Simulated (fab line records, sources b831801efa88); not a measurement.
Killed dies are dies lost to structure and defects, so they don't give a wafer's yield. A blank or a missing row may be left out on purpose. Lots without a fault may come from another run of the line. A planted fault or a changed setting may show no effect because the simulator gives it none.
A sampling plan put to the test | flow sky130 | one fab line, 48 faults that these records tell of, each judged on the records of the lots that it struck
The plan is the line's own looks: the steps of the route at which a gauge or an inspection reads the wafer and doesn't change it. A look can be judged if struck wafers have a number there and the file gives its usual mean and standard deviation on fault-free wafers. Caught: at a look after the fault's first step, the mean of the struck wafers lies 4 or more of those standard deviations (sigma) from the usual mean. On the tool: the same test on the tool's own readings at the fault's steps. Another recipe on the struck wafers, or a record that is blank for them alone, also counts as caught.

THE FAULTS, as the simulator had put them in
1. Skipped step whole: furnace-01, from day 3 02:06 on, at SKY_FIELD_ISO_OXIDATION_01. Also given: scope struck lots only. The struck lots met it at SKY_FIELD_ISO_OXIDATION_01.
2. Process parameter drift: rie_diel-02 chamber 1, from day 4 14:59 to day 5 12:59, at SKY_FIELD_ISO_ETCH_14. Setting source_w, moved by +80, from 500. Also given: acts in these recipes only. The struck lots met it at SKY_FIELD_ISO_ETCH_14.
3. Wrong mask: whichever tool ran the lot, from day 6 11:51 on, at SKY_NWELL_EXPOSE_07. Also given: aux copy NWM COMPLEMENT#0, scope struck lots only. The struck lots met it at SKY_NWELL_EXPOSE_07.
4. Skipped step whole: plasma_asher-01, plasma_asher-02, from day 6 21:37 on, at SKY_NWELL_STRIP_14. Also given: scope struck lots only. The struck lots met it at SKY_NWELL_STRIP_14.
5. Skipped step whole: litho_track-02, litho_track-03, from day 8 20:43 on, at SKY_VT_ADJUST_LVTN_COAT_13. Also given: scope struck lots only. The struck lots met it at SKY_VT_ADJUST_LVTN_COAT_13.
6. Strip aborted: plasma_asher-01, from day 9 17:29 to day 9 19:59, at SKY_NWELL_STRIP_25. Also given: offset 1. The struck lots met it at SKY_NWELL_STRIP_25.
7. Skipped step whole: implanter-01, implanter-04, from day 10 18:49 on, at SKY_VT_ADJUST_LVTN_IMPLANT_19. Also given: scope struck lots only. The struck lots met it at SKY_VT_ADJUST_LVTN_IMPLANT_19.
8. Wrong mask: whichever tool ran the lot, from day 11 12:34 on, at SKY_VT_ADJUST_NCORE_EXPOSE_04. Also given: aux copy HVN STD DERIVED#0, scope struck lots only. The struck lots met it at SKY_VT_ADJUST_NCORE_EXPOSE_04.
9. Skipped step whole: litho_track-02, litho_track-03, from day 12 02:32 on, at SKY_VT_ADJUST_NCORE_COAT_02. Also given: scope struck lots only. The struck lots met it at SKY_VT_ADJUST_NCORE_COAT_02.
10. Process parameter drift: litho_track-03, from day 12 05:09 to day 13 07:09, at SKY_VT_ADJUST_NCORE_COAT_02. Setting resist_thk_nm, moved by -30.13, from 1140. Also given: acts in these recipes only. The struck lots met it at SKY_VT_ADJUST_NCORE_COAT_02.
11. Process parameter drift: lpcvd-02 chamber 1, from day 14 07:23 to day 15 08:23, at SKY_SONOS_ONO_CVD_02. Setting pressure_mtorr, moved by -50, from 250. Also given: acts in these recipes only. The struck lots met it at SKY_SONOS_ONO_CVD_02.
12. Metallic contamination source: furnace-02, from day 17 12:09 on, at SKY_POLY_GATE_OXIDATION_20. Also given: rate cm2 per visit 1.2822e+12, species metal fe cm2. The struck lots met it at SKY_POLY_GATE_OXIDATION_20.
13. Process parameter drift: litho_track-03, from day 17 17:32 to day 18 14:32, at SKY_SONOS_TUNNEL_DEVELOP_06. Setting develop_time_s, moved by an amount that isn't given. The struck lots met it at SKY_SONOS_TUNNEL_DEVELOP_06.
14. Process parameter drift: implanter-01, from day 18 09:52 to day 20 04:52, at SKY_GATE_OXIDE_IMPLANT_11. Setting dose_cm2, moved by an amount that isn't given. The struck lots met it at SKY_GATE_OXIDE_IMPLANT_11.
15. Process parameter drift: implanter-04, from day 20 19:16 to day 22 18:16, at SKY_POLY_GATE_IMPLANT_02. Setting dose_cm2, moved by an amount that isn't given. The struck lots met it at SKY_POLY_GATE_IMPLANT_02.
16. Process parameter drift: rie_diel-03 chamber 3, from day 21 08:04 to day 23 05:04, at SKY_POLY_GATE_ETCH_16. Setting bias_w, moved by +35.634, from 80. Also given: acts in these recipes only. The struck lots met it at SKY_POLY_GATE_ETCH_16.
17. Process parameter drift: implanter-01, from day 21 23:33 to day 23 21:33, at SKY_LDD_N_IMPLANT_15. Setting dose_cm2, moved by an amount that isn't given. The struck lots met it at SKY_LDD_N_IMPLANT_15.
18. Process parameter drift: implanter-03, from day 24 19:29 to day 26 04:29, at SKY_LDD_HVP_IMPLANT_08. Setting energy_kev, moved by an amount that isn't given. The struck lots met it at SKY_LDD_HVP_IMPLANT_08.
19. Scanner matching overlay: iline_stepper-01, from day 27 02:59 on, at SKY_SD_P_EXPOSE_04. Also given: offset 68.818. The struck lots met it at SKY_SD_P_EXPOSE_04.
20. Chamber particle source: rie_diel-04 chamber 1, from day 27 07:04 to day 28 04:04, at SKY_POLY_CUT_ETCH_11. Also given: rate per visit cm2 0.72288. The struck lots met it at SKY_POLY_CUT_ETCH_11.
21. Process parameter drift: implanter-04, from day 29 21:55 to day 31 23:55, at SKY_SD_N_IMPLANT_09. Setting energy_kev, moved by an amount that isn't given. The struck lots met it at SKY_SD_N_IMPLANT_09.
22. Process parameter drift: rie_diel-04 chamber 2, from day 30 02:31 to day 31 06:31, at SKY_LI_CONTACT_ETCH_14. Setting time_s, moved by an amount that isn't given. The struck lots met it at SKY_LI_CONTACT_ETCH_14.
23. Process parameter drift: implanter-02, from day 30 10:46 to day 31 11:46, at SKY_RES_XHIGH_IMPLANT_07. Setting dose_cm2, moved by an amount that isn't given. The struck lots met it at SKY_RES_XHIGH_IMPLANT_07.
24. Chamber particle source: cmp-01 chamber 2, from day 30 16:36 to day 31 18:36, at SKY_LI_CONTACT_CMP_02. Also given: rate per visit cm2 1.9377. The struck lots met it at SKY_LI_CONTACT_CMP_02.
25. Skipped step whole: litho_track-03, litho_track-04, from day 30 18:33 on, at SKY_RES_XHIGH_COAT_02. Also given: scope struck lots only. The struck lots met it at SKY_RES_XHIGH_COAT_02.
26. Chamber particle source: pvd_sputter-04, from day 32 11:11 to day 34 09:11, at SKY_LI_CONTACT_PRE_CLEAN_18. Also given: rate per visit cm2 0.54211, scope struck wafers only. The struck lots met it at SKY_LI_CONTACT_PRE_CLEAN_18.
27. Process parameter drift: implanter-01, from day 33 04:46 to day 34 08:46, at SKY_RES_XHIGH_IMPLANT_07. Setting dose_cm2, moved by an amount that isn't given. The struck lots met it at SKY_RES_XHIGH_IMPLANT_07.
28. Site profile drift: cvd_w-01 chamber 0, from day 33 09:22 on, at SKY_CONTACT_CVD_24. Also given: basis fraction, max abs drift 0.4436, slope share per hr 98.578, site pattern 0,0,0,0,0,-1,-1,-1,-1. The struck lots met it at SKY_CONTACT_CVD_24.
29. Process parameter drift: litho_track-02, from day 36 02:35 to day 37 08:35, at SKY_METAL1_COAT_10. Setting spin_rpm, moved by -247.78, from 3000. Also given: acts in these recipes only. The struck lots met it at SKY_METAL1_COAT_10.
30. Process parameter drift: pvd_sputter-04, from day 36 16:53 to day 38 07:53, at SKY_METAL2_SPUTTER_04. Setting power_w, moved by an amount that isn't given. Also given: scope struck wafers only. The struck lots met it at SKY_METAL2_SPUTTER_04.
31. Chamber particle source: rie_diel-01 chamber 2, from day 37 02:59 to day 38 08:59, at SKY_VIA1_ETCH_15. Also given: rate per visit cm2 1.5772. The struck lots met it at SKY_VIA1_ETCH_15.
32. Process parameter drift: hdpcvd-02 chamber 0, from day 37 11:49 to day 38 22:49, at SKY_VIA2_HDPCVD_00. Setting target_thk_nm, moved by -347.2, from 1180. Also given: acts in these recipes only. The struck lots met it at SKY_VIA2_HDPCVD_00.
33. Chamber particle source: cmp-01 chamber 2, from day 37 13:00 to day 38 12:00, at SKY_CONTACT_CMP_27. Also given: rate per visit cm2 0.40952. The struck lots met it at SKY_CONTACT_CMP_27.
34. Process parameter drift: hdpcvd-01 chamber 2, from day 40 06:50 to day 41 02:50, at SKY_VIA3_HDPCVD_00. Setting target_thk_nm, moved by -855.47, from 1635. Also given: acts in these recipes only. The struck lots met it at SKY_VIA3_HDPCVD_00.
35. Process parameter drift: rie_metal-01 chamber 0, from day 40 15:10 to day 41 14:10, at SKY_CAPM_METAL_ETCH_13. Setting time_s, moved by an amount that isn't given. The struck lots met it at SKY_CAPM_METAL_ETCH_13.
36. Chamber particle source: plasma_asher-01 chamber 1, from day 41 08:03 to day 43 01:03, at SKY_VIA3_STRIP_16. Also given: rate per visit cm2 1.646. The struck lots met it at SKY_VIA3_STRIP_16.
37. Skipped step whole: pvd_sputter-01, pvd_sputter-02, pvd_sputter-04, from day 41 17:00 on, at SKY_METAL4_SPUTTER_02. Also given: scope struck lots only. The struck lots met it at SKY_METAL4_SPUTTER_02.
38. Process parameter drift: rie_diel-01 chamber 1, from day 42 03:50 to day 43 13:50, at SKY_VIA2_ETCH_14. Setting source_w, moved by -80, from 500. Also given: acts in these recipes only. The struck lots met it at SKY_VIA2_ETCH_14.
39. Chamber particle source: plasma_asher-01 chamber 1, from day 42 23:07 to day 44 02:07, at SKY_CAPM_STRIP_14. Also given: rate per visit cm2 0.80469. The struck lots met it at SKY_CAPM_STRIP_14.
40. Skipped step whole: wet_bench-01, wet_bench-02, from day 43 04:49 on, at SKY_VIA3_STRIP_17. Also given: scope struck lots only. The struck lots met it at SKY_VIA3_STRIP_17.
41. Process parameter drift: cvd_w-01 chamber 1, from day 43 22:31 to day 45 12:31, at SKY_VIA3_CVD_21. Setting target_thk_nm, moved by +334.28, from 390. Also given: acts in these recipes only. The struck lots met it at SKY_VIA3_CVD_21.
42. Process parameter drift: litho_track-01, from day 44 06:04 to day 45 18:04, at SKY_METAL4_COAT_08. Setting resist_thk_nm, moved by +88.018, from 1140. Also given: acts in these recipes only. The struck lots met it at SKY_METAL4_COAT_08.
43. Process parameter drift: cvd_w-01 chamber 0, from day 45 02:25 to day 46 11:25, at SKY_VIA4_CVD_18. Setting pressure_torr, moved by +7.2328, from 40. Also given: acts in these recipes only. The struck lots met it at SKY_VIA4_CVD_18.
44. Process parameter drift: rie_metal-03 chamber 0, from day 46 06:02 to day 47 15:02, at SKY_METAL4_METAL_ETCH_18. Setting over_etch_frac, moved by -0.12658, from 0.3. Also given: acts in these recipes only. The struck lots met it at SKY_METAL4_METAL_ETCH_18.
45. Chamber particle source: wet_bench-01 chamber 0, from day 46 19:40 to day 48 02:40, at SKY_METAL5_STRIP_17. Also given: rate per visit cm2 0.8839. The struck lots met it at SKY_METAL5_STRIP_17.
46. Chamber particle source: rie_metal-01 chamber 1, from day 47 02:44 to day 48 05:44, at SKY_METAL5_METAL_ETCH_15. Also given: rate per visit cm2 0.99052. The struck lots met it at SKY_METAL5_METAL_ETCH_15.
47. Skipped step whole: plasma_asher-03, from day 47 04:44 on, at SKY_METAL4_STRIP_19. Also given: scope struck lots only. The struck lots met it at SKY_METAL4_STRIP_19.
48. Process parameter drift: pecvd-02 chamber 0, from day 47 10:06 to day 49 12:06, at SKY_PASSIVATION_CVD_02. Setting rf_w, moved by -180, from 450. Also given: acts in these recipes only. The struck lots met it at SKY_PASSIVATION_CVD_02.

WHAT THE PLAN SAW
fault | on the tool itself                               | first look that catches it                      | reading, sigma              | median hours from its first step to that look | hours from the fault's start to the first struck lot there | judged looks passed uncaught
1     | the tool's record is blank for the struck wafers | no look after it can be judged                  | -                           | -                                             | -                                                          | 0
2     | rf_fwd_power_W +34 sigma                         | no look after it can be judged                  | -                           | -                                             | -                                                          | 0
3     | no reading that can be judged                    | SKY_NWELL_TW_MEAS_15                            | NWELL_TW -99 or beyond      | 9.7                                           | 13                                                         | 0
4     | the tool's record is blank for the struck wafers | SKY_NWELL_TW_MEAS_26                            | NWELL_2_TW -99 or beyond    | 20.1                                          | 23                                                         | 0
5     | the tool's record is blank for the struck wafers | SKY_VT_ADJUST_NCORE_TW_MEAS_11                  | VT_ADJUST_NCORE_TW +12      | 34.1                                          | 35                                                         | 0
6     | oes_product_au +30 sigma                         | SKY_VT_ADJUST_HVTP_TW_MEAS_11                   | VT_ADJUST_HVTP_TW -73       | 23.4                                          | 26                                                         | 0
7     | the tool's record is blank for the struck wafers | SKY_VT_ADJUST_LVTN_TW_MEAS_21                   | VT_ADJUST_LVTN_2_TW -52     | 0.2                                           | 5                                                          | 0
8     | under 2 sigma                                    | SKY_VT_ADJUST_NCORE_TW_MEAS_11                  | VT_ADJUST_NCORE_TW -75      | 11.3                                          | 12                                                         | 0
9     | the tool's record is blank for the struck wafers | SKY_VT_ADJUST_HVTR_TW_MEAS_11                   | VT_ADJUST_HVTR_TW +28       | 38.3                                          | 42                                                         | 0
10    | no reading that can be judged                    | no look after it can be judged                  | -                           | -                                             | -                                                          | 0
11    | pressure_mtorr -99 or beyond sigma               | SKY_SONOS_ONO_THK_MEAS_03                       | SONOS_ONO_CVD_02_THK -5.0   | 1.0                                           | 9                                                          | 0
12    | under 2 sigma                                    | none of the 6 looks that can be judged after it | -                           | -                                             | -                                                          | 6
13    | no reading that can be judged                    | SKY_SONOS_TUNNEL_TW_MEAS_12                     | SONOS_TUNNEL_TW -61         | 0.7                                           | 7                                                          | 0
14    | dose_ions_cm2 +77 sigma                          | no look after it can be judged                  | -                           | -                                             | -                                                          | 0
15    | dose_ions_cm2 -99 or beyond sigma                | no look after it can be judged                  | -                           | -                                             | -                                                          | 0
16    | bias_w +99 or beyond sigma                       | no look after it can be judged                  | -                           | -                                             | -                                                          | 0
17    | dose_ions_cm2 -99 or beyond sigma                | no look after it can be judged                  | -                           | -                                             | -                                                          | 0
18    | beam_energy_keV +99 or beyond sigma              | no look after it can be judged                  | -                           | -                                             | -                                                          | 0
19    | under 2 sigma                                    | SKY_SD_P_OVL_MEAS_08                            | SD_P_OVL +52                | 14.6                                          | 15                                                         | 0
20    | under 2 sigma                                    | no look after it can be judged                  | -                           | -                                             | -                                                          | 0
21    | beam_energy_keV +99 or beyond sigma              | SKY_SD_N_RS_MEAS_16                             | SD_N_RS -56                 | 0.7                                           | 6                                                          | 0
22    | run_length_s -55 sigma                           | no look after it can be judged                  | -                           | -                                             | -                                                          | 0
23    | dose_ions_cm2 -99 or beyond sigma                | SKY_RES_XHIGH_TW_MEAS_09                        | RES_XHIGH_TW -4.7           | 0.2                                           | 8                                                          | 0
24    | under 2 sigma                                    | no look after it can be judged                  | -                           | -                                             | -                                                          | 0
25    | the tool's record is blank for the struck wafers | no look after it can be judged                  | -                           | -                                             | -                                                          | 0
26    | no reading that can be judged                    | no look after it can be judged                  | -                           | -                                             | -                                                          | 0
27    | dose_ions_cm2 -99 or beyond sigma                | SKY_SD_N_RS_MEAS_18                             | RES_XHIGH_RS +49            | 27.5                                          | 38                                                         | 1
28    | under 2 sigma                                    | SKY_CONTACT_RS_MEAS_25                          | CONTACT_W_RS +20            | 0.1                                           | 9                                                          | 0
29    | spin_speed_rpm -99 or beyond sigma               | no look after it can be judged                  | -                           | -                                             | -                                                          | 0
30    | cathode_dc_power_W +99 or beyond sigma           | none of the 4 looks that can be judged after it | -                           | -                                             | -                                                          | 4
31    | under 2 sigma                                    | no look after it can be judged                  | -                           | -                                             | -                                                          | 0
32    | no reading that can be judged                    | SKY_VIA2_THK_MEAS_01                            | VIA2_HDPCVD_THK -29         | 0.1                                           | 26                                                         | 0
33    | under 2 sigma                                    | no look after it can be judged                  | -                           | -                                             | -                                                          | 0
34    | no reading that can be judged                    | SKY_VIA3_THK_MEAS_01                            | VIA3_HDPCVD_THK -46         | 0.2                                           | 9                                                          | 0
35    | run_length_s +21 sigma                           | no look after it can be judged                  | -                           | -                                             | -                                                          | 0
36    | under 2 sigma                                    | no look after it can be judged                  | -                           | -                                             | -                                                          | 0
37    | the tool's record is blank for the struck wafers | no look after it can be judged                  | -                           | -                                             | -                                                          | 0
38    | rf_fwd_power_W -38 sigma                         | no look after it can be judged                  | -                           | -                                             | -                                                          | 0
39    | under 2 sigma                                    | no look after it can be judged                  | -                           | -                                             | -                                                          | 0
40    | the tool's record is blank for the struck wafers | no look after it can be judged                  | -                           | -                                             | -                                                          | 0
41    | under 2 sigma                                    | SKY_VIA3_RS_MEAS_22                             | VIA3_W_RS -38               | 0.2                                           | 17                                                         | 0
42    | under 2 sigma                                    | no look after it can be judged                  | -                           | -                                             | -                                                          | 0
43    | chamber_pressure_Torr +86 sigma                  | SKY_VIA4_RS_MEAS_19                             | VIA4_W_RS -6.0              | 0.2                                           | 26                                                         | 0
44    | oes_product_au +9.7 sigma                        | no look after it can be judged                  | -                           | -                                             | -                                                          | 0
45    | no reading that can be judged                    | no look after it can be judged                  | -                           | -                                             | -                                                          | 0
46    | under 2 sigma                                    | no look after it can be judged                  | -                           | -                                             | -                                                          | 0
47    | the tool's record is blank for the struck wafers | no look after it can be judged                  | -                           | -                                             | -                                                          | 0
48    | rf_fwd_power_W -99 or beyond sigma               | SKY_PASSIVATION_THK_MEAS_03                     | PASSIVATION_CVD_02_THK -9.7 | 0.2                                           | 8                                                          | 0
A dash: the fault isn't caught, or these records don't give the number.

Caught at a look: 19 of 48. Caught on the tool: 28 of 48. By one or the other: 36 of 48.
Caught on the tool alone: faults 1, 2, 14, 15, 16, 17, 18, 22, 25, 29, 30, 35, 37, 38, 40, 44, 47.
Caught at a look alone: faults 3, 8, 13, 19, 28, 32, 34, 41.
Caught by neither: faults 10, 12, 20, 24, 26, 31, 33, 36, 39, 42, 45, 46.

THINNER SAMPLING
If the look that catches a fault measured only every second or every third lot, by lot number, the first struck lot would be measured this late in the worst case:
fault | struck lots at that look, in order of time | every lot | every second lot | every third lot
3     | L938                                       | 13 h      | may miss it      | may miss it
4     | L839, L840                                 | 23 h      | 31 h             | may miss all 2
5     | L637, L638                                 | 35 h      | 45 h             | may miss all 2
6     | L579                                       | 26 h      | may miss it      | may miss it
7     | L926, L927, L928                           | 5 h       | 6 h              | 16 h
8     | L360                                       | 12 h      | may miss it      | may miss it
9     | L574, L575                                 | 42 h      | 58 h             | may miss all 2
11    | L301, L303                                 | 9 h       | may miss all 2   | may miss all 2
13    | L197, L198                                 | 7 h       | 14 h             | may miss all 2
19    | L318, L320, L321                           | 15 h      | 43 h             | may miss all 3
21    | L847, L851                                 | 6 h       | may miss all 2   | may miss all 2
23    | L111, L113                                 | 8 h       | may miss all 2   | may miss all 2
27    | L643, L645                                 | 38 h      | may miss all 2   | may miss all 2
28    | L397, L403                                 | 9 h       | may miss all 2   | may miss all 2
32    | L227                                       | 26 h      | may miss it      | may miss it
34    | L539, L541                                 | 9 h       | may miss all 2   | may miss all 2
41    | L528, L529                                 | 17 h      | 21 h             | may miss all 2
43    | L816                                       | 26 h      | may miss it      | may miss it
48    | L120, L121                                 | 8 h       | 22 h             | may miss all 2
Hours are from the fault's start to the first struck lot that is measured. The limit of 4 sigma was tested on all struck wafers together, so one lot alone may lie under it. Other struck lots may not be in these records.

THE LONGEST TIMED WAY FROM STEP TO LOOK
Fault 9: a median of 38.3 hours passes between SKY_VT_ADJUST_NCORE_COAT_02 and SKY_VT_ADJUST_HVTR_TW_MEAS_11. No look between them can be judged.
